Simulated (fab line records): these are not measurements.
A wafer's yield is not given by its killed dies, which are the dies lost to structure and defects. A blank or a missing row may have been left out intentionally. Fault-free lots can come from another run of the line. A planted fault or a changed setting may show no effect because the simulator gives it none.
What tool caused it? ; flow sky130 ; 10 lots with 30 wafers sampled at 3 steps, on a route of 708 steps

== WHAT EACH GAUGE READ, for each wafer ==
SKY_METAL2_CD_MEAS_15: target cd 140 nm.
lot;measured;on;cd nm (nm)
L599;day 35 13:39;cd sem-01;141.6 140.9 140.4
L600;day 35 22:13;cd sem-02;139.2 139.6 140.0
L601;day 36 08:34;cd sem-02;139.7 138.9 139.8
L602;day 36 22:31;cd sem-02;140.5 140.8 139.9
L604;day 37 01:04;cd sem-01;140.2 140.4 140.4
L605;day 37 13:41;cd sem-02;142.1 140.4 141.2
L607;day 38 04:40;cd sem-01;138.7 137.9 140.6
L609;day 39 03:56;cd sem-01;141.9 141.0 139.9
L613;day 40 08:01;cd sem-02;141.6 141.7 140.8
L621;day 42 04:27;cd sem-01;139.5 139.2 140.9

== WHAT TOOL EACH LOT RAN ON (gives the tool, then ch and the chambers of the sampled wafers, and finally the start) ==
lot;SKY_VIA1_ETCH_14;SKY_VIA1_CMP_24
L599;rie diel-01 ch 1,2,3, day 34 08:34;cmp-02 ch 2,3, day 34 09:34
L600;rie diel-03 ch 1,2,3, day 34 18:02;cmp-02 ch 0,2,3, day 34 19:03
L601;rie diel-01 ch 1,2, day 35 04:32;cmp-02 ch 1,2,3, day 35 05:54
L602;rie diel-01 ch 0,3, day 35 18:43;cmp-01 ch 0,1, day 35 19:44
L604;rie diel-03 ch 1,3, day 35 21:17;cmp-02 ch 0,1,3, day 35 22:20
L605;rie diel-02 ch 0,1,3, day 36 09:40;cmp-01 ch 1,2,3, day 36 10:53
L607;rie diel-01 ch 0,2,3, day 37 03:11;cmp-01 ch 0,1, day 37 04:20
L609;rie diel-03 ch 0,1,3, day 38 00:26;cmp-01 ch 0,1,3, day 38 01:27
L613;rie diel-03 ch 1,2,3, day 39 05:22;cmp-01 ch 0,2,3, day 39 06:28
L621;rie diel-01 ch 0,1,2, day 41 01:44;cmp-02 ch 0,2,3, day 41 03:31
- SKY_VIA1_ETCH_14: etches BARC in N2/H2, stops on SiO2, time 45.9 s, target depth 60 nm.
- SKY_VIA1_CMP_24: polishes, stops on SiO2, t overpolish 15 s, target thk 0 nm.

== WHAT THE TOOLS THEMSELVES READ (means of the sampled wafers that have a number; where no wafer has one, the mark that the record gives instead) ==
SKY_VIA1_ETCH_14.
lot;tool;drypump motor current A (A);n2 flow sccm (sccm);oes product au (a.u.);throttle valve pct (%)
L599;rie diel-01;5.6;100.30;0.855;13.222
L600;rie diel-03;5.3;100.18;0.856;13.232
L601;rie diel-01;5.7;100.09;0.852;13.229
L602;rie diel-01;5.2;100.23;0.850;13.223
L604;rie diel-03;5.2;99.70;0.856;13.219
L605;rie diel-02;5.9;100.10;0.854;13.237
L607;rie diel-01;5.6;100.07;0.852;13.232
L609;rie diel-03;5.3;99.96;0.861;13.229
L613;rie diel-03;5.3;100.16;0.854;13.224
L621;rie diel-01;5.7;99.87;0.856;13.236

SKY_VIA1_CMP_24.
lot;tool;edge zone pressure frac;motor current A (A);overpolish run s (s);retaining ring pressure frac;slurry flow ml min;time to endpoint s (s)
L599;cmp-02;0.998;13.4;14.998;0.999;150.2;62
L600;cmp-02;1.007;12.7;14.988;1.003;149.7;61
L601;cmp-02;0.998;12.3;15.004;0.998;150.0;62
L602;cmp-01;1.000;10.9;15.001;0.996;150.0;60
L604;cmp-02;0.999;10.9;15.010;1.002;149.6;58
L605;cmp-01;0.998;10.3;14.998;1.004;149.7;67
L607;cmp-01;0.999;11.3;15.000;1.004;150.2;62
L609;cmp-01;1.004;10.4;14.999;1.001;150.4;64
L613;cmp-01;1.002;11.1;14.996;1.004;149.8;69
L621;cmp-02;0.996;12.8;15.003;1.001;149.7;66

== THE ANSWER, worked out from the rows above alone ==
Rule: usual is defined by the lots themselves. The widest of any qualifying gaps counts: lots, ordered by their means at a reading, are off when they make up no more than a third of the lots, leave a main group of 4 or more, and stand apart from it by 3 or more times the standard deviation of that group's means. A main group is skipped when, at the precision printed for the reading in the tables above, its means are all equal. A lot without any number at a reading at which 4 lots or more have one is off too. Any other lot the step has rows for is counted as sound. The gauges are gone through in route order, then the tools' own readings, and for those a lot's mean is taken as printed above. The first step at which some lot is off is used, and at that step the reading that is off furthest; a lot without a number counts as furthest.
No lot is off at any reading shown: from this, nothing can be told.

== WHAT THE SIMULATOR HAD PUT IN ==
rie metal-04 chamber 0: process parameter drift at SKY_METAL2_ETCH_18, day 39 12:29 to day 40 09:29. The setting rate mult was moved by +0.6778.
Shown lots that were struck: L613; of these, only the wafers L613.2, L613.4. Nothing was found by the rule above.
